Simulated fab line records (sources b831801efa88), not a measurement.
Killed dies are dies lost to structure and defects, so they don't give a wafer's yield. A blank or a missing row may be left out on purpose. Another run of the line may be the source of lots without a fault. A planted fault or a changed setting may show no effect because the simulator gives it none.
Chamber matching -- flow gf180mcu -- 3 sister chambers for GF_V2_CVD_02 on pecvd-01
The step deposits SiO2 from TEOS, target thk 850 nm, time 94.851 s. 6 wafers are shown with their chamber, then 12 later ones without.

WAFERS WITH THEIR CHAMBER
wafer,chamber,heater power w (W)
L087.5,0,645
L089.4,2,671
L089.5,1,764
L093.1,0,592
L093.2,1,752
L093.3,2,702

WAFERS WHOSE CHAMBER IS MISSING
wafer,heater power w (W)
L093.4,654
L093.5,564
L093.6,607
L094.1,610
L094.2,696
L094.3,657
L094.4,664
L094.5,692
L094.6,714
L096.2,647
L096.3,593
L096.5,749

WHICH CHAMBER EACH ONE RAN IN
wafer,from the rows above,in truth
L093.4,can't be placed: 2 or 0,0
L093.5,0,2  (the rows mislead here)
L093.6,0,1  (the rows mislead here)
L094.1,0,0
L094.2,2,2
L094.3,can't be placed: 2 or 0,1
L094.4,can't be placed: 2 or 0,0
L094.5,2,2
L094.6,can't be placed: 2 or 1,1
L096.2,can't be placed: 0 or 2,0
L096.3,0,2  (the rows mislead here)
L096.5,1,1
Correctly placed: 4 of 12. Not placeable from these rows: 5 (in 4, the candidates include the true chamber). Placed wrongly: 3.
How it was worked out, from the rows above alone: a wafer's distance from a chamber is the root of the sum, over the readings, of the square of ((its reading less the chamber's mean) divided by the reading's scatter). If the next closest chamber is less than 2 further off than the closest, the wafer can't be placed; otherwise it belongs to the closest. Each chamber's mean is taken over the wafers shown for it. The scatter: the root of (the sum of the squares of (reading less its chamber's mean) over the shown wafers, divided by (wafers less chambers)).
